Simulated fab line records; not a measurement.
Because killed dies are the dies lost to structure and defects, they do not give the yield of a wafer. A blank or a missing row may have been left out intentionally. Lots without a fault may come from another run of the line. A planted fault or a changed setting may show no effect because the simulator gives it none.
Which tool did it? + flow gf180mcu + 6 lots (18 wafers sampled), 1 step of a 602-step route

== WHAT EACH GAUGE READ, for each wafer ==
GF_MVPSD_TW_MEAS_11.
| lot  | measured     | on            | MVPSD_TW    |
|------|--------------|---------------|-------------|
| L334 | day 5 18:34  | film_metro-02 | 558 558 560 |
| L337 | day 6 09:46  | film_metro-01 | 546 549 546 |
| L342 | day 7 12:17  | film_metro-04 | 543 547 548 |
| L345 | day 8 06:10  | film_metro-04 | 543 544 544 |
| L352 | day 9 23:58  | film_metro-01 | 552 553 551 |
| L354 | day 10 12:12 | film_metro-02 | 562 564 566 |

== EACH LOT AND THE TOOL THAT RAN IT (in order: tool; ch and the chambers of the sampled wafers; start) ==
The record shows no process step preceding these readings.

== THE ANSWER, worked out from the rows above alone ==
Rule: the usual values come from the lots themselves. Put in order of their means at a reading, lots are off if they are a third of the lots or fewer, leave a main group of 4 or more, and stand apart from it by a gap of 3 or more times the standard deviation of the main group's means; of several such gaps the widest counts. If all means in a main group match to the digits the tables above print for the reading, that group is not used. Also off: a lot with no number at a reading for which 4 or more lots have one. Where the step has rows for the other lots, those lots are counted as sound.
No lot is off on any of the readings shown, so nothing can be concluded from this.

== WHAT THE SIMULATOR HAD INSERTED ==
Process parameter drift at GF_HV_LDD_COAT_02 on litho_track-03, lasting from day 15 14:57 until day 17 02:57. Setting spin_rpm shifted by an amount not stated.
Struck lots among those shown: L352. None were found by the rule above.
